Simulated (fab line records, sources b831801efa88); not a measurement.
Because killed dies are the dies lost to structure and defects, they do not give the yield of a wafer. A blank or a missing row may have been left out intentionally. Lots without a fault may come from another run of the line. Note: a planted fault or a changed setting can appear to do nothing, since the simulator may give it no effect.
A lot that was struck, set against a sound lot -- flow sky130 -- 35 steps out of a route of 708
Sound: these wafers, L779.4, L779.5, L779.6. Wafers L768.2, L768.3, L768.4 were the ones struck. Last of all comes the cause.
For every step that has rows: the tool of each side, followed by ch and its chambers, followed by its first start. Under that, the readings that differ: sound wafers -- struck wafers -- difference of the means -- sigmas: that difference in standard deviations of wafers without a fault.
alike: readings whose means differ by less than 2 such deviations, and words and numbers that are the same on both sides. not compared: withheld readings, readings that some wafer has no value for, bounds like >300 that may hide the same value, and numbers for which the record gives no deviation and whose values overlap.
Wherever a step has rows on one side only, a row that says differs or no value, or a row with sigmas, the two part there. When numbers do not overlap yet have no deviation, they are printed without sigmas and do not part them. A reading that every wafer of one side lacks parts them only if that side has two wafers or more.

first, 10 steps without rows for these wafers: SKY_CONTACT_STRIP_19 (strips in O2/N2); SKY_CONTACT_STRIP_20 (strips in post etch residue remover, time 1200 s); SKY_CONTACT_CLEAN_21 (cleans in IPA, time 180 s); SKY_CONTACT_CLEAN_22 (cleans in O3/DIW); SKY_CONTACT_SPUTTER_23 (material TiN, target thk 20 nm, time 80 s); SKY_CONTACT_CVD_24 (deposits W, target thk 340 nm, time 102.12 s); SKY_CONTACT_CMP_27 (polishes, stops on SiO2, t overpolish 15 s, target thk 0 nm); SKY_METAL1_SPUTTER_00 (material Ti, target thk 15 nm, time 10 s); SKY_METAL1_SPUTTER_01 (material TiN, target thk 20 nm, time 16.7 s); SKY_METAL1_SPUTTER_02 (material AlCu, target thk 250 nm, time 13.3 s).
SKY_METAL1_SPUTTER_03: material Ti, target thk 5 nm, time 3.3 s.
  sound: pvd-sputter-02 at day 37 23:51; struck: pvd-sputter-04 at day 34 23:33
  alike: chamber-pressure-pa, throttle-valve-pct
then, 23 steps without rows for these wafers: SKY_METAL1_SPUTTER_04 (material TiN, target thk 70 nm, time 58.3 s); SKY_METAL1_DEHYDRATE_07 (time 60 s); SKY_METAL1_HMDS_08 (prime time 60 s); SKY_METAL1_COAT_09 (resist thk 60 nm); SKY_METAL1_COAT_10 (resist thk 450 nm); SKY_METAL1_SOFTBAKE_11 (time 90 s); SKY_METAL1_EXPOSE_12 (exposes mask MM1, target cd 140 nm); SKY_METAL1_PEB_13; SKY_METAL1_DEVELOP_14 (develop time 60 s); SKY_METAL1_DESCUM_17 (chemistry O2, time 8 s); SKY_METAL1_ETCH_18 (etches BARC in N2/H2, stops on SiO2, time 45.9 s, target depth 60 nm); SKY_METAL1_METAL_ETCH_19 (etches the open film in Cl2/BCl3, stops on SiO2, target depth 360 nm, time 78 s); SKY_METAL1_STRIP_20 (strips in O2/N2); SKY_METAL1_STRIP_21 (strips in post etch residue remover, time 1200 s); SKY_METAL1_CLEAN_22 (cleans in IPA, time 180 s); SKY_METAL1_CLEAN_23 (cleans in O3/DIW); SKY_VIA1_HDPCVD_00 (deposits SiO2, target thk 1030 nm, time 171.7 s); SKY_VIA1_CMP_02 (polishes SiO2); SKY_VIA1_DEHYDRATE_04 (time 60 s); SKY_VIA1_HMDS_05 (prime time 60 s); SKY_VIA1_COAT_06 (resist thk 60 nm); SKY_VIA1_COAT_07 (resist thk 450 nm); SKY_VIA1_SOFTBAKE_08 (time 90 s).
-- the record jumps here: 13 days lie between the struck wafers' starts before and after (it left off in module VIA1 and takes up again in module PAD_OPEN, whose first step shown is number 708 of the route) --
SKY_PAD_OPEN_PROBE_99:
  sound: prober-02 at day 50 11:58; struck: prober-02 at day 48 07:31
reading,sound,struck,difference,sigmas
defect-limited-yield (%),84.3 78.3 85.2,75.8 75.2 80.7,-5.4,-3
killed_at_M0_to_M3,37 54 35,69 72 48,+21,+4
killed-dies,77 107 73,119 122 95,+26,+3
sort_bin_5_function (%),8.3 12.8 9.8,16.9 16.1 10.4,+4.2,+3
sort-n-pass,415 385 419,373 370 397,-26,-3
sort-yield-pct (%),84.3 78.3 85.2,75.8 75.2 80.7,-5.4,-3
  alike: killed_at_M4_up, killed-at-contacts, killed-at-front-end, killed-at-other, killed-open, killed-short, sort_bin_3_pad_short, sort_bin_6_memory
  not compared: model.etest.tester.sort-n-pass, model.etest.tester.sort-yield-pct, model.etest.tester.sort_bin_5_pct, model.etest.tester.sort_bin_3_pct

== WHERE THEY PART ==
Only at SKY_PAD_OPEN_PROBE_99, within this record.

WHY: whatever the simulator had introduced
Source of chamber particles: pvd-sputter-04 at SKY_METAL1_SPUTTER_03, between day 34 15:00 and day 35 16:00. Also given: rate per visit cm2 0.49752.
